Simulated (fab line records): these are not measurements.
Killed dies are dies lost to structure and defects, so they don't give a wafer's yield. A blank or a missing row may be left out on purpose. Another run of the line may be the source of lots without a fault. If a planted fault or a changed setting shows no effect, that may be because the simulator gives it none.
Split-lot study / flow sky130 / 23 wafers read from 5 lots, route of 708 steps

ON THE SPLIT
At SKY_VIA4_CMP_02 (polishes SiO2), the setting leave-above-ref-nm was moved away from the recipe's 580 nm on 6 of the 23 wafers read, by -5.2% to +7.3%. This setting was run at the recipe's value on the other wafers.

FROM THE SPLIT TO THE READING: what the file shows between them, 4 steps
- SKY_VIA4_HMDS_05: prime time 60 s (also split here: prime-temp-c)
- SKY_VIA4_COAT_06: resist thk 1140 nm
- SKY_VIA4_SOFTBAKE_07: time 60 s
- SKY_VIA4_DEVELOP_10: develop time 60 s

THE READING
oes-product-au, in a.u., at SKY_VIA4_ETCH_12 (etches SiO2 in C4F8/O2/Ar, stops on TiN, target depth 580 nm). Fault-free wafers of this fab line usually give 0.926 a.u., standard deviation 0.0045 a.u.

wafer=L079.1; tool, chamber at the split=cmp-02, 3,1; leave-above-ref-nm as run, nm=622.3; against the recipe=+7.3%; oes-product-au, a.u.=0.967; against lot-mates on the recipe=+0.035
wafer=L079.2; tool, chamber at the split=cmp-02, 2; leave-above-ref-nm as run, nm=580; against the recipe=recipe; oes-product-au, a.u.=0.937; against lot-mates on the recipe=-
wafer=L079.3; tool, chamber at the split=cmp-02, 0; leave-above-ref-nm as run, nm=580; against the recipe=recipe; oes-product-au, a.u.=0.933; against lot-mates on the recipe=-
wafer=L079.4; tool, chamber at the split=cmp-02, 3,1; leave-above-ref-nm as run, nm=622.3; against the recipe=+7.3%; oes-product-au, a.u.=0.967; against lot-mates on the recipe=+0.035
wafer=L079.6; tool, chamber at the split=cmp-02, 3; leave-above-ref-nm as run, nm=580; against the recipe=recipe; oes-product-au, a.u.=0.926; against lot-mates on the recipe=-
wafer=L077.1; tool, chamber at the split=cmp-02, 1; leave-above-ref-nm as run, nm=549.6; against the recipe=-5.2%; oes-product-au, a.u.=0.895; against lot-mates on the recipe=-0.030
wafer=L077.2; tool, chamber at the split=cmp-02, 2; leave-above-ref-nm as run, nm=580; against the recipe=recipe; oes-product-au, a.u.=0.923; against lot-mates on the recipe=-
wafer=L077.3; tool, chamber at the split=cmp-02, 3; leave-above-ref-nm as run, nm=580; against the recipe=recipe; oes-product-au, a.u.=0.927; against lot-mates on the recipe=-
wafer=L077.5; tool, chamber at the split=cmp-02, 0; leave-above-ref-nm as run, nm=549.6; against the recipe=-5.2%; oes-product-au, a.u.=0.898; against lot-mates on the recipe=-0.027
wafer=L077.6; tool, chamber at the split=cmp-02, 1; leave-above-ref-nm as run, nm=580; against the recipe=recipe; oes-product-au, a.u.=0.926; against lot-mates on the recipe=-
wafer=L080.1; tool, chamber at the split=cmp-02, 1; leave-above-ref-nm as run, nm=610.5; against the recipe=+5.3%; oes-product-au, a.u.=0.955; against lot-mates on the recipe=+0.029
wafer=L080.2; tool, chamber at the split=cmp-02, 2,0; leave-above-ref-nm as run, nm=580; against the recipe=recipe; oes-product-au, a.u.=0.916; against lot-mates on the recipe=-
wafer=L080.4; tool, chamber at the split=cmp-02, 2,0; leave-above-ref-nm as run, nm=580; against the recipe=recipe; oes-product-au, a.u.=0.930; against lot-mates on the recipe=-
wafer=L080.5; tool, chamber at the split=cmp-02, 2; leave-above-ref-nm as run, nm=610.5; against the recipe=+5.3%; oes-product-au, a.u.=0.960; against lot-mates on the recipe=+0.034
wafer=L080.6; tool, chamber at the split=cmp-02, 1; leave-above-ref-nm as run, nm=580; against the recipe=recipe; oes-product-au, a.u.=0.931; against lot-mates on the recipe=-
wafer=L084.1; tool, chamber at the split=cmp-01, 1; leave-above-ref-nm as run, nm=580; against the recipe=recipe; oes-product-au, a.u.=0.925; against lot-mates on the recipe=-
wafer=L084.3; tool, chamber at the split=cmp-01, 3; leave-above-ref-nm as run, nm=580; against the recipe=recipe; oes-product-au, a.u.=0.925; against lot-mates on the recipe=-
wafer=L084.4; tool, chamber at the split=cmp-01, 2; leave-above-ref-nm as run, nm=580; against the recipe=recipe; oes-product-au, a.u.=0.924; against lot-mates on the recipe=-
wafer=L084.5; tool, chamber at the split=cmp-01, 0; leave-above-ref-nm as run, nm=580; against the recipe=recipe; oes-product-au, a.u.=0.925; against lot-mates on the recipe=-
wafer=L084.6; tool, chamber at the split=cmp-01, 1; leave-above-ref-nm as run, nm=580; against the recipe=recipe; oes-product-au, a.u.=0.921; against lot-mates on the recipe=-
wafer=L085.3; tool, chamber at the split=cmp-01, 1; leave-above-ref-nm as run, nm=580; against the recipe=recipe; oes-product-au, a.u.=0.924; against lot-mates on the recipe=-
wafer=L085.4; tool, chamber at the split=cmp-01, 0; leave-above-ref-nm as run, nm=580; against the recipe=recipe; oes-product-au, a.u.=0.926; against lot-mates on the recipe=-
wafer=L085.5; tool, chamber at the split=cmp-01, 1; leave-above-ref-nm as run, nm=580; against the recipe=recipe; oes-product-au, a.u.=0.924; against lot-mates on the recipe=-
The file does not say which wafer passed through which chamber wherever a row lists several chambers: such a row stands for several wafers.

FIT RESULTS
A straight line over all 23 wafers: oes-product-au changes by +0.00571 a.u. for each +1% of leave-above-ref-nm; r = +0.97; the points scatter about the line by 0.0043 a.u.
The same after taking each lot's own level away (the mean of its wafers on the recipe; 23 wafers): +0.0053 a.u. for each +1%; r = +0.97; scatter 0.0038 a.u.
According to that fit, moving leave-above-ref-nm by its largest amount changes the reading by 0.039 a.u.
From 0.9240 to 0.9320 a.u.: that is the span of the lots' own levels, equal to 1.8 times the standard deviation above.
Hence the lot-to-lot level has little effect on the slope; both slopes agree.
Check: for one of the wafers moved furthest among these (+7.3%), held out of the fit, the line's prediction against its lot-mates is +0.0398 a.u. It came out at +0.035 a.u. against them.

OTHER SPLITS APPLIED TO THESE WAFERS
These wafers also went through other splits before the reading. Each is held against what the fit with the lots' levels taken away leaves over:
other split on the same wafers=SKY_CAPM_METAL_ETCH_13 time-s; wafers away from the commonest value=6; r with oes-product-au (lot level and that fit taken away)=-0.19
other split on the same wafers=SKY_VIA3_CMP_02 leave-above-ref-nm; wafers away from the commonest value=8; r with oes-product-au (lot level and that fit taken away)=-0.25
other split on the same wafers=SKY_VIA3_ETCH_15 bias-w; wafers away from the commonest value=3; r with oes-product-au (lot level and that fit taken away)=-0.05
other split on the same wafers=SKY_METAL4_SPUTTER_02 time-s; wafers away from the commonest value=7; r with oes-product-au (lot level and that fit taken away)=+0.18
other split on the same wafers=SKY_CAP2M_SPUTTER_02 power-w; wafers away from the commonest value=7; r with oes-product-au (lot level and that fit taken away)=-0.32
other split on the same wafers=SKY_CAP2M_METAL_ETCH_13 pressure-mtorr; wafers away from the commonest value=18; r with oes-product-au (lot level and that fit taken away)=+0.21
other split on the same wafers=SKY_METAL4_EXPOSE_10 dose-mj; wafers away from the commonest value=5; r with oes-product-au (lot level and that fit taken away)=-0.05
other split on the same wafers=SKY_VIA4_HMDS_05 prime-temp-c; wafers away from the commonest value=7; r with oes-product-au (lot level and that fit taken away)=-0.10

THE WHOLE CHAIN: every reading that the file lists as answering this split, in the file's order
step=SKY_VIA4_CMP_02; what it does=polishes SiO2; reading=SiO2_of_VIA4_HDPCVD_00.thk-nm (the simulator's own value, which no gauge read); change (the file's fit)=+5.76 nm for each +1% of the setting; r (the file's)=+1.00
step=SKY_VIA4_ETCH_12; what it does=etches SiO2 in C4F8/O2/Ar, stops on TiN, target depth 580 nm; reading=oes-product-au; change (the file's fit)=+0.0053 a.u. for each +1% of the setting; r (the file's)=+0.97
step=SKY_VIA4_ETCH_12; what it does=etches SiO2 in C4F8/O2/Ar, stops on TiN, target depth 580 nm; reading=VIA4.feature-depth-nm (the simulator's own value, which no gauge read); change (the file's fit)=+5.8 nm for each +1% of the setting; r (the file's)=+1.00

THE FILE'S OWN FIT
oes-product-au changes by +0.0053 a.u. for each +1% of leave-above-ref-nm, r = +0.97.
